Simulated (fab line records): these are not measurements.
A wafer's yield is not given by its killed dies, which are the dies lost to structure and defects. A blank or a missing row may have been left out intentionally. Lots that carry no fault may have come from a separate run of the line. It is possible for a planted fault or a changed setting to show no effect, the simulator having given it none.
Matching of chambers / flow sky130 / pecvd-04 running SKY_CONTACT_CVD_00: 3 sister chambers
The step deposits Si3N4, target thk 75 nm. 15 wafers are shown with their chamber, then 7 later ones without.

== WAFERS PAIRED WITH THEIR CHAMBERS ==
wafer=L706.1; chamber=2; rf fwd power W (W)=445.9; heater power w (W)=755
wafer=L706.5; chamber=1; rf fwd power W (W)=442.5; heater power w (W)=922
wafer=L706.6; chamber=2; rf fwd power W (W)=445.4; heater power w (W)=729
wafer=L707.3; chamber=1; rf fwd power W (W)=443.3; heater power w (W)=836
wafer=L707.4; chamber=0; rf fwd power W (W)=445.7; heater power w (W)=840
wafer=L707.5; chamber=2; rf fwd power W (W)=446.4; heater power w (W)=770
wafer=L708.1; chamber=0; rf fwd power W (W)=443.2; heater power w (W)=774
wafer=L708.3; chamber=1; rf fwd power W (W)=441.2; heater power w (W)=905
wafer=L708.6; chamber=0; rf fwd power W (W)=444.9; heater power w (W)=787
wafer=L711.1; chamber=2; rf fwd power W (W)=448.4; heater power w (W)=854
wafer=L711.3; chamber=0; rf fwd power W (W)=444.2; heater power w (W)=787
wafer=L711.6; chamber=1; rf fwd power W (W)=444.3; heater power w (W)=865
wafer=L714.1; chamber=1; rf fwd power W (W)=441.2; heater power w (W)=995
wafer=L714.5; chamber=1; rf fwd power W (W)=441.5; heater power w (W)=971
wafer=L714.6; chamber=0; rf fwd power W (W)=445.6; heater power w (W)=803

SIGNATURES (averages over the wafers above)
reading=rf fwd power W; chamber 0=444.720; chamber 1=442.333; chamber 2=446.525; scatter within a chamber=1.21
reading=heater power w; chamber 0=798.20; chamber 1=915.67; chamber 2=777.00; scatter within a chamber=49.8
Rule: distance of a wafer from a chamber = root of the sum over the readings of ((wafer's reading minus chamber's mean) / reading's scatter) squared. The wafer belongs to the nearest chamber; if the next one is less than 2 further off, it can't be placed. The scatter: take each reading less its chamber's mean, square it, sum over the shown wafers, divide by the number of wafers less the number of chambers, and take the root.

== WAFERS WHOSE CHAMBER IS MISSING ==
wafer=L717.2; rf fwd power W (W)=444.4; heater power w (W)=834
wafer=L717.5; rf fwd power W (W)=445.3; heater power w (W)=835
wafer=L719.3; rf fwd power W (W)=443.9; heater power w (W)=792
wafer=L719.4; rf fwd power W (W)=444.2; heater power w (W)=829
wafer=L719.6; rf fwd power W (W)=442.8; heater power w (W)=970
wafer=L721.2; rf fwd power W (W)=443.5; heater power w (W)=912
wafer=L721.4; rf fwd power W (W)=445.3; heater power w (W)=736

== CHAMBER TAKEN BY EACH ==
wafer=L717.2; from the rows above=can't be placed: 0 or 2 or 1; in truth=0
wafer=L717.5; from the rows above=can't be placed: 0 or 2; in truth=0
wafer=L719.3; from the rows above=can't be placed: 0 or 2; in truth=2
wafer=L719.4; from the rows above=can't be placed: 0 or 2 or 1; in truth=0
wafer=L719.6; from the rows above=1; in truth=1
wafer=L721.2; from the rows above=can't be placed: 1 or 0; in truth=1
wafer=L721.4; from the rows above=can't be placed: 2 or 0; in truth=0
Correct placement for 1 of the 7. Can't be placed from these rows: 6 (the true chamber is among the candidates in 6). Wrongly placed: 0.
